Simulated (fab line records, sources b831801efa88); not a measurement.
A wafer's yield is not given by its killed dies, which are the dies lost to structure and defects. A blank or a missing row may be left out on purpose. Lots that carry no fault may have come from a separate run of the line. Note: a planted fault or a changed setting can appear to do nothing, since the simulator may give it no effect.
Chamber matching    flow sfq-line    4 sister chambers for SFQ_TRILAYER_I5_BARC_OPEN_VIA_ETCH_200 on rie-diel-01
The step etches BARC in O2, target depth 125 nm, time 41.7 s. 4 wafers are shown with their chamber, then 8 later ones without.

== WAFERS WITH THEIR CHAMBER ==
wafer   chamber  drypump-motor-current-A (A)
L090.1  1        5.8
L090.3  0        5.8
L090.4  3        5.1
L091.1  2        5.7

== WAFERS WITH NO CHAMBER GIVEN ==
wafer   drypump-motor-current-A (A)
L091.4  5.8
L091.6  5.1
L093.2  5.6
L093.4  5.7
L093.5  5.8
L097.1  5.2
L097.2  5.7
L097.3  5.8

== EACH ONE'S CHAMBER ==
wafer   from the rows above           in truth
L091.4  can't be placed: 0 or 1 or 2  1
L091.6  3                             3
L093.2  can't be placed: 2 or 0 or 1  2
L093.4  can't be placed: 2 or 0 or 1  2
L093.5  can't be placed: 0 or 1 or 2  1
L097.1  3                             3
L097.2  can't be placed: 2 or 0 or 1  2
L097.3  can't be placed: 0 or 1 or 2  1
2 of 8 placed correctly. Not placeable from these rows: 6 (in 6, the candidates include the true chamber). Placed wrongly: 0.
How it was worked out, from the rows above alone: a wafer's distance from a chamber is the root of the sum, over the readings, of the square of ((its reading less the chamber's mean) divided by the reading's scatter). The wafer belongs to the nearest chamber; if the next one is less than 2 further off, it can't be placed. For every chamber, the mean is computed from those of its wafers that are shown. The scatter (one wafer shown for each chamber): square how far every hidden wafer sits from the nearest shown wafer, average those squares and take the square root.
